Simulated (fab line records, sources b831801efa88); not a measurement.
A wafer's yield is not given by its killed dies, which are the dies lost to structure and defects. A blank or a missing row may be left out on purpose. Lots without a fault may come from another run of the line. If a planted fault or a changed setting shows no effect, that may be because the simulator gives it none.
fab line records ; flow sky130
record: lots: 6; wafers: 18; last_day: 50
route steps=708 shown VT_ADJUST_HVTP@93 VT_ADJUST_LVTN@97 PAD_OPEN@708
lots untouched by any fault: they come from a run of this same line in which no faults occurred
start_h: the number of hours between the record's first day and the start of the first shown wafer of the lot ; wait_h: how many hours have passed since the lot's step before this one ; " the same as in the row above ; L1.1+2: a single row standing in for several wafers ; - either no value or no given start ; * or withheld: withheld ; < > ~ a bound
route shown NAME@n: names a module that has steps shown in the file, with the first one's number in the route ; usual: average and standard deviation across the fault-free wafers ; same: alike in all rows ; chamber/n: place in a boat ; sites: the reading at each site ; _std_site: standard deviation of those values ; _edge_site: the outer-site mean with the inner-site mean subtracted ; radius_mm: for every site, how far away it sits from the centre of the wafer ; mask NAME#n: copy n ; behind: tool/chamber where the wafer was last shaped ; hold: why the lot went on hold/how many hours it stayed there/how the hold came to an end ; device: whichever transistor did not switch (one of n, p or np) ; end of line: the tests these same wafers got at the end of their route ; a step with no rows: only its recipe ; killed: not the wafer's yield, but the dies lost to structure and defects at the first sort ; map: per-die view of a wafer (x killed, . not killed, _ where there is no die)
set.NAME: the setting the step ran with; set.NAME@STEP: the setting that earlier step ran with ; model.NAME: the simulator's own value behind a step, which no gauge read
lots seen at some steps along the route; tables by step, rows by wafer
services: when a tool's chamber went out of use (start_h, in hours from the record's first day, below 0 if earlier), for how many hours, and the reason
== steps ==
step: SKY_VT_ADJUST_HVTP_OVL_MEAS_08
usual: VT_ADJUST_HVTP_OVL: 0.8/1.4
lot.wafer;tool;chamber;start_h;wait_h;VT_ADJUST_HVTP_OVL[nm]
L692.3;overlay-01;-;136.07;0.1;-0.3
L692.4;overlay-01;-;136.07;0.1;-1.2
L692.5;overlay-01;-;136.07;0.1;-0.4
L698.1;overlay-02;-;188.17;0.1;2.3
L698.2;overlay-02;-;188.17;0.1;2.7
L698.3;overlay-02;-;188.17;0.1;-0.4
L702.1;overlay-01;-;198.65;0.1;0.2
L702.2;overlay-01;-;198.65;0.1;-2.3
L702.4;overlay-01;-;198.65;0.1;-0.3
L703.1;overlay-01;-;218.01;0.1;2.9
L703.4;overlay-01;-;218.01;0.1;2.9
L703.5;overlay-01;-;218.01;0.1;0.2
L709.3;overlay-02;-;245.46;0.1;-1.8
L709.4;overlay-02;-;245.46;0.1;-1.4
L709.5;overlay-02;-;245.46;0.1;-2.5
L712.2;overlay-01;-;262.61;0.1;1.6
L712.3;overlay-01;-;262.61;0.1;0.9
L712.4;overlay-01;-;262.61;0.1;-0.1
step: SKY_VT_ADJUST_HVTP_IMPLANT_09
recipe: species: As; energy_kev: 150; dose_cm2: 4.3e+12; tilt_deg: withheld
step: SKY_VT_ADJUST_HVTP_STRIP_10
recipe: chemistry: O2/N2; power_w: 1400; pressure_mtorr: 1500; platen_temp_c: withheld; o2_flow_sccm: 3000; n2_flow_sccm: 300; overash_fraction: 0.5
usual: drypump_motor_current_A: 5.78/0.16; n2_flow_sccm: 299.8/0.98; oes_product_au: 0.716/0.0046; strip_time_to_endpoint_s: 14.04/0.041
lot.wafer;tool;chamber;start_h;wait_h;drypump_motor_current_A;n2_flow_sccm;oes_product_au;rf_hours_counter_h;strip_time_to_endpoint_s
L692.3;plasma_asher-01;0;136.27;0.1;5.83;299.9;0.713;-;14.04
L692.4;plasma_asher-01;1;136.27;0.1;5.76;301.6;0.723;-;14.04
L692.5;plasma_asher-01;1;136.27;0.1;5.76;300.1;0.712;-;14.11
L698.1;plasma_asher-01;1;188.35;0.1;5.77;300.1;0.708;49;14.04
L698.2;plasma_asher-01;0;188.35;0.1;5.84;299.7;0.714;49;14.08
L698.3;plasma_asher-01;0;188.35;0.1;5.83;299.9;0.715;-;14.06
L702.1;plasma_asher-02;0;198.84;0.1;5.55;298.7;0.727;40;14.06
L702.2;plasma_asher-02;1;198.84;0.1;5.92;301.6;0.718;40;14.10
L702.4;plasma_asher-02;1;198.84;0.1;5.92;300.5;0.725;-;14.12
L703.1;plasma_asher-02;1;218.19;0.1;5.91;299.1;0.717;42;14.06
L703.4;plasma_asher-02;1;218.19;0.1;5.91;298.9;0.713;-;14.02
L703.5;plasma_asher-02;1;218.19;0.1;5.90;299.4;0.712;-;14.08
L709.3;plasma_asher-02;0;245.67;0.1;5.55;299.4;0.717;-;14.03
L709.4;plasma_asher-02;1;245.67;0.1;5.91;300.1;0.714;-;14.02
L709.5;plasma_asher-02;1;245.67;0.1;5.91;299.4;0.717;-;13.98
L712.2;plasma_asher-01;1;262.79;0.1;5.79;298.7;0.730;56;13.99
L712.3;plasma_asher-01;0;262.79;0.1;5.81;300.2;0.714;-;13.93
L712.4;plasma_asher-01;1;262.79;0.1;5.80;300.0;0.715;-;13.96
step: SKY_VT_ADJUST_HVTP_TW_MEAS_11
usual: VT_ADJUST_HVTP_TW: 1346/14
lot.wafer;tool;chamber;start_h;wait_h;VT_ADJUST_HVTP_TW
L692.3;film_metro-02;-;136.36;0.1;1343
L692.4;film_metro-02;-;136.36;0.1;1343
L692.5;film_metro-02;-;136.36;0.1;1346
L698.1;film_metro-02;-;188.45;0.1;1340
L698.2;film_metro-02;-;188.45;0.1;1342
L698.3;film_metro-02;-;188.45;0.1;1336
L702.1;film_metro-03;-;198.94;0.1;1339
L702.2;film_metro-03;-;198.94;0.1;1346
L702.4;film_metro-03;-;198.94;0.1;1341
L703.1;film_metro-03;-;218.29;0.1;1347
L703.4;film_metro-03;-;218.29;0.1;1341
L703.5;film_metro-03;-;218.29;0.1;1335
L709.3;film_metro-03;-;245.76;0.1;1334
L709.4;film_metro-03;-;245.76;0.1;1330
L709.5;film_metro-03;-;245.76;0.1;1338
L712.2;film_metro-02;-;262.90;0.1;1347
L712.3;film_metro-02;-;262.90;0.1;1346
L712.4;film_metro-02;-;262.90;0.1;1332
step: SKY_VT_ADJUST_LVTN_DEHYDRATE_00
recipe: temp_c: 200; time_s: 60
step: SKY_VT_ADJUST_LVTN_HMDS_01
recipe: prime_time_s: 60; prime_temp_c: 120
step: SKY_VT_ADJUST_LVTN_COAT_02
recipe: spin_rpm: 2000; resist_thk_nm: 3000
step: SKY_VT_ADJUST_LVTN_SOFTBAKE_03
recipe: temp_c: 110; time_s: withheld
step: SKY_VT_ADJUST_LVTN_EXPOSE_04
recipe: mask_id: NWM_COMPLEMENT_LESS_NATIVE; na: 0.6; source_shape: conventional; sigma_outer: 0.6; polarization: unpolarized; target_cd_nm: 840; dose_mj: 194
step: SKY_VT_ADJUST_LVTN_PEB_05
recipe: temp_c: 115; time_s: withheld
step: SKY_VT_ADJUST_LVTN_DEVELOP_06
recipe: wall_angle_deg: 90; developer: TMAH; develop_time_s: 60; dev_temp_c: 23
step: SKY_VT_ADJUST_LVTN_OVL_MEAS_07
usual: VT_ADJUST_LVTN_OVL: 0.3/1.3
lot.wafer;tool;chamber;start_h;wait_h;VT_ADJUST_LVTN_OVL[nm]
L692.3;overlay-02;-;155.42;-;1.4
L692.4;overlay-02;-;155.42;-;-0.3
L692.5;overlay-02;-;155.42;-;0.0
L698.1;overlay-01;-;210.04;-;1.8
L698.2;overlay-01;-;210.04;-;1.6
L698.3;overlay-01;-;210.04;-;-1.2
L702.1;overlay-01;-;220.96;-;-1.5
L702.2;overlay-01;-;220.96;-;-0.5
L702.4;overlay-01;-;220.96;-;0.3
L703.1;overlay-02;-;240.66;-;1.5
L703.4;overlay-02;-;240.66;-;0.7
L703.5;overlay-02;-;240.66;-;1.2
L709.3;overlay-02;-;269.70;-;2.9
L709.4;overlay-02;-;269.70;-;1.2
L709.5;overlay-02;-;269.70;-;0.6
L712.2;overlay-01;-;286.44;-;0.5
L712.3;overlay-01;-;286.44;-;1.6
L712.4;overlay-01;-;286.44;-;0.3
step: SKY_VT_ADJUST_LVTN_IMPLANT_08
recipe: species: B; energy_kev: 30; dose_cm2: 1.57e+12; tilt_deg: withheld
usual: beam_energy_keV: 30.002/0.0089; dose_ions_cm2: 1.5699e+12/1.5e+09; faraday_current_uA: 8.88/0.17
lot.wafer;tool;chamber;start_h;wait_h;beam_energy_keV;dose_ions_cm2;faraday_current_uA
L692.3;implanter-03;0;155.50;0.1;30.005;1.5712e+12;8.51
L692.4;implanter-03;0;155.50;0.1;29.997;1.5704e+12;9.05
L692.5;implanter-03;0;155.50;0.1;30.009;1.5726e+12;9.19
L698.1;implanter-02;0;210.07;0.0;30.016;1.5698e+12;8.96
L698.2;implanter-02;0;210.07;0.0;30.001;1.5689e+12;8.75
L698.3;implanter-02;0;210.07;0.0;30.015;1.573e+12;9.01
L702.1;implanter-02;0;221.00;0.0;29.995;1.7062e+12;9.47
L702.2;implanter-02;0;221.00;0.0;29.991;1.7044e+12;9.80
L702.4;implanter-02;0;221.00;0.0;29.998;1.7074e+12;9.88
L703.1;implanter-02;0;240.70;0.0;29.995;1.7069e+12;9.75
L703.4;implanter-02;0;240.70;0.0;29.988;1.7061e+12;9.89
L703.5;implanter-02;0;240.70;0.0;29.998;1.7076e+12;9.56
L709.3;implanter-01;0;269.77;0.1;30.009;1.5712e+12;9.12
L709.4;implanter-01;0;269.77;0.1;30.015;1.5694e+12;8.66
L709.5;implanter-01;0;269.77;0.1;30.017;1.5704e+12;8.95
L712.2;implanter-01;0;286.49;0.0;30.018;1.571e+12;8.98
L712.3;implanter-01;0;286.49;0.0;30.002;1.5681e+12;8.69
L712.4;implanter-01;0;286.49;0.0;30.007;1.5681e+12;8.86
step: SKY_VT_ADJUST_LVTN_STRIP_09
recipe: chemistry: O2/N2; power_w: 1400; pressure_mtorr: 1500; platen_temp_c: withheld; o2_flow_sccm: 3000; n2_flow_sccm: 300; overash_fraction: 0.5
usual: drypump_motor_current_A: 5.76/0.11; n2_flow_sccm: 300.0/0.95; oes_product_au: 0.723/0.0042; strip_time_to_endpoint_s: 36.94/0.094
lot.wafer;tool;chamber;start_h;wait_h;drypump_motor_current_A;n2_flow_sccm;oes_product_au;rf_hours_counter_h;strip_time_to_endpoint_s
L692.3;plasma_asher-04;1;155.63;0.1;5.78;300.6;0.723;-;36.96
L692.4;plasma_asher-04;0;155.63;0.1;5.69;299.8;0.722;-;36.95
L692.5;plasma_asher-04;0;155.63;0.1;5.71;300.9;0.719;-;36.94
L698.1;plasma_asher-01;1;210.22;0.1;5.77;299.2;0.722;51;36.78
L698.2;plasma_asher-01;0;210.22;0.1;5.82;299.7;0.718;51;36.96
L698.3;plasma_asher-01;0;210.22;0.1;5.80;299.7;0.720;-;36.94
L702.1;plasma_asher-01;1;221.15;0.1;5.79;299.4;0.721;52;36.94
L702.2;plasma_asher-01;0;221.15;0.1;5.84;299.0;0.726;52;36.93
L702.4;plasma_asher-01;1;221.15;0.1;5.77;299.6;0.722;-;36.83
L703.1;plasma_asher-01;1;240.85;0.1;5.76;300.3;0.729;54;36.81
L703.4;plasma_asher-01;1;240.85;0.1;5.76;300.2;0.720;-;36.82
L703.5;plasma_asher-01;1;240.85;0.1;5.77;299.9;0.722;-;36.93
L709.3;plasma_asher-04;1;269.91;0.1;5.79;300.0;0.718;-;36.83
L709.4;plasma_asher-04;0;269.91;0.1;5.66;299.0;0.716;-;36.87
L709.5;plasma_asher-04;0;269.91;0.1;5.68;300.4;0.725;-;37.02
L712.2;plasma_asher-01;0;286.62;0.1;5.83;298.3;0.716;59;36.88
L712.3;plasma_asher-01;1;286.62;0.1;5.75;302.5;0.724;-;36.94
L712.4;plasma_asher-01;0;286.62;0.1;5.84;298.9;0.727;-;36.79
step: SKY_PAD_OPEN_PROBE_99
usual: killed_at_M0_to_M3: 43/6.9; killed_at_M4_up: 3.0/1.8; killed_at_contacts: 24/4.8; killed_at_front_end: 15/4.5; killed_at_other: 0.4/0.67; killed_dies: 86/9.2; killed_open: 46/6.9; killed_short: 39/6
same: gross_dies: 492; killed_at_back_side: 0
lot.wafer;tool;chamber;start_h;wait_h;killed_at_M0_to_M3;killed_at_M4_up;killed_at_contacts;killed_at_front_end;killed_at_other;killed_dies;killed_open;killed_short
L692.3;prober-02;-;1089.46;0.2;35;3;23;27;1;89;55;33
L692.4;prober-02;-;1089.51;0.2;42;0;29;15;2;88;53;35
L692.5;prober-02;-;1089.56;0.2;43;1;30;13;0;87;51;36
L698.1;prober-02;-;1142.39;0.1;32;5;21;17;0;75;42;32
L698.2;prober-02;-;1142.44;0.1;35;4;27;11;1;78;35;43
L698.3;prober-02;-;1142.49;0.2;39;4;25;8;0;76;36;40
L702.1;prober-02;-;1153.92;0.1;46;3;31;15;0;95;51;43
L702.2;prober-02;-;1153.97;0.1;41;3;19;13;1;77;38;38
L702.4;prober-02;-;1154.07;0.2;57;5;32;18;0;112;54;57
L703.1;prober-01;-;1165.77;0.1;44;2;30;13;2;91;43;46
L703.4;prober-01;-;1165.92;0.2;43;3;27;16;0;89;44;45
L703.5;prober-01;-;1165.97;0.2;41;3;24;16;0;84;50;34
L709.3;prober-02;-;1183.72;0.2;55;2;17;16;2;92;55;37
L709.4;prober-02;-;1183.77;0.2;40;5;16;17;0;78;42;36
L709.5;prober-02;-;1183.82;0.2;36;3;25;23;0;87;51;36
L712.2;prober-01;-;1199.76;0.1;43;1;19;12;0;75;39;35
L712.3;prober-01;-;1199.81;0.2;45;3;23;11;0;82;47;35
L712.4;prober-01;-;1199.86;0.2;40;2;34;25;0;101;57;44
killed by level:class
L692.3 CONTACT:geometric_particle:open=9 VIA1:geometric_particle:open=8 POLY_GATE:geometric_particle:open=8 FIELD_ISO:geometric_particle:open=6 VIA3:geometric_particle:open=6 VIA2:geometric_particle:open=5 METAL3:geometric_particle:short=4 FIELD_ISO:geometric_particle:short=3
L692.4 VIA1:geometric_particle:open=11 CONTACT:geometric_particle:open=10 CONTACT:geometric_particle:short=8 LOCAL_INTERCONNECT:geometric_particle:short=7 VIA2:geometric_particle:open=7 VIA1:geometric_particle:short=6 VIA3:geometric_particle:open=6 FIELD_ISO:geometric_particle:open=4
L692.5 VIA1:geometric_particle:open=11 CONTACT:geometric_particle:open=10 VIA2:geometric_particle:open=8 LI_CONTACT:geometric_particle:short=7 CONTACT:geometric_particle:short=5 METAL3:geometric_particle:short=5 VIA3:geometric_particle:open=5 FIELD_ISO:geometric_particle:short=4
L698.1 LI_CONTACT:geometric_particle:open=9 FIELD_ISO:geometric_particle:open=8 VIA1:geometric_particle:open=8 CONTACT:geometric_particle:open=7 POLY_GATE:geometric_particle:short=7 METAL1:geometric_particle:short=5 VIA2:geometric_particle:open=4 METAL4:geometric_particle:short=4
L698.2 LI_CONTACT:geometric_particle:open=9 METAL1:geometric_particle:short=7 VIA1:geometric_particle:open=5 CONTACT:geometric_particle:open=5 CONTACT:geometric_particle:short=5 VIA1:geometric_particle:short=5 POLY_GATE:geometric_particle:short=4 METAL3:geometric_particle:short=4
L698.3 CONTACT:geometric_particle:open=9 LI_CONTACT:geometric_particle:open=8 VIA2:geometric_particle:open=8 VIA1:geometric_particle:open=7 METAL1:geometric_particle:short=6 METAL3:geometric_particle:short=5 FIELD_ISO:geometric_particle:short=4 CONTACT:geometric_particle:short=4
L702.1 VIA1:geometric_particle:open=12 CONTACT:geometric_particle:open=12 VIA3:geometric_particle:open=11 CONTACT:geometric_particle:short=7 LOCAL_INTERCONNECT:geometric_particle:short=6 POLY_GATE:geometric_particle:open=5 POLY_GATE:geometric_particle:short=5 METAL2:geometric_particle:short=5
L702.2 VIA1:geometric_particle:open=9 VIA2:geometric_particle:open=7 LOCAL_INTERCONNECT:geometric_particle:short=6 VIA3:geometric_particle:open=6 METAL1:geometric_particle:short=5 METAL2:geometric_particle:short=5 FIELD_ISO:geometric_particle:short=4 VIA1:geometric_particle:short=4
L702.4 VIA1:geometric_particle:open=17 CONTACT:geometric_particle:open=14 METAL2:geometric_particle:short=11 CONTACT:geometric_particle:short=8 VIA3:geometric_particle:short=6 VIA3:geometric_particle:open=5 LOCAL_INTERCONNECT:geometric_particle:short=5 METAL1:geometric_particle:short=5
L703.1 LOCAL_INTERCONNECT:geometric_particle:short=8 CONTACT:geometric_particle:open=7 METAL1:geometric_particle:short=7 VIA1:geometric_particle:open=7 VIA2:geometric_particle:open=7 LI_CONTACT:geometric_particle:short=6 LI_CONTACT:geometric_particle:open=5 VIA3:geometric_particle:open=5
L703.4 VIA1:geometric_particle:open=9 CONTACT:geometric_particle:open=9 LI_CONTACT:geometric_particle:open=8 METAL1:geometric_particle:short=6 VIA3:geometric_particle:open=6 LI_CONTACT:geometric_particle:short=5 POLY_GATE:geometric_particle:open=4 VIA1:geometric_particle:short=4
L703.5 LI_CONTACT:geometric_particle:open=8 VIA3:geometric_particle:open=8 VIA1:geometric_particle:open=8 CONTACT:geometric_particle:open=7 FIELD_ISO:geometric_particle:open=6 VIA1:geometric_particle:short=5 METAL2:geometric_particle:short=5 VIA2:geometric_particle:open=5
L709.3 VIA1:geometric_particle:open=12 VIA2:geometric_particle:open=11 CONTACT:geometric_particle:open=6 VIA2:geometric_particle:short=6 METAL2:geometric_particle:short=5 METAL3:geometric_particle:short=5 VIA3:geometric_particle:open=5 POLY_GATE:geometric_particle:open=4
L709.4 METAL2:geometric_particle:short=10 VIA1:geometric_particle:open=8 LI_CONTACT:geometric_particle:open=7 FIELD_ISO:geometric_particle:open=6 POLY_GATE:geometric_particle:short=5 VIA3:geometric_particle:open=5 VIA3:geometric_particle:short=5 LOCAL_INTERCONNECT:geometric_particle:short=4
L709.5 LI_CONTACT:geometric_particle:open=11 CONTACT:geometric_particle:open=9 VIA1:geometric_particle:open=8 POLY_GATE:geometric_particle:short=7 VIA1:geometric_particle:short=6 VIA2:geometric_particle:open=6 FIELD_ISO:geometric_particle:short=5 FIELD_ISO:geometric_particle:open=4
L712.2 VIA2:geometric_particle:open=9 METAL1:geometric_particle:short=9 CONTACT:geometric_particle:open=7 VIA1:geometric_particle:short=7 LI_CONTACT:geometric_particle:open=6 FIELD_ISO:geometric_particle:open=5 VIA1:geometric_particle:open=5 VIA3:geometric_particle:open=4
L712.3 LI_CONTACT:geometric_particle:open=8 VIA1:geometric_particle:open=8 FIELD_ISO:geometric_particle:open=7 METAL2:geometric_particle:short=7 VIA2:geometric_particle:open=7 CONTACT:geometric_particle:open=6 METAL1:geometric_particle:short=5 VIA1:geometric_particle:short=4
L712.4 CONTACT:geometric_particle:open=20 VIA1:geometric_particle:open=9 FIELD_ISO:geometric_particle:open=7 METAL1:geometric_particle:short=7 FIELD_ISO:geometric_particle:short=6 LI_CONTACT:geometric_particle:open=6 METAL2:geometric_particle:short=6 POLY_GATE:geometric_particle:open=5
== services ==
tool;chamber;start_h;hours;kind
implanter-02;-;153.82;4.1;repair
plasma_asher-02;-;173.29;0.4;repair
implanter-02;-;202.33;3.8;repair
== key ==
first_sign: step: SKY_VT_ADJUST_LVTN_IMPLANT_08; reading: dose_ions_cm2; direction: up; sigmas: 89; usual: *; struck: *
effect: step: SKY_VT_ADJUST_LVTN_IMPLANT_08; reading: faraday_current_uA; direction: up; sigmas: 5; usual: 8.88; struck: 9.72
met_at SKY_VT_ADJUST_LVTN_IMPLANT_08
struck_wafers L702.1,L702.2,L702.4,L703.1,L703.4,L703.5
tester_left_out L702,L703
onset_between 210.07 221.00
fault: kind: process_parameter_drift; tool: implanter-02; chamber: -; onset_h: 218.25; steps: SKY_VT_ADJUST_LVTN_IMPLANT_08; channel: dose_cm2; offset: *; shape: step; end_h: 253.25; acts_in: *; stated: *
tester_left_out: of these lots the tester's yield and bins aren't shown, on N5 and GAA mostly nor the transistor test; their killed dies are dies lost to structure and defects alone, not to doping, threshold or leakage, so they don't give the yield
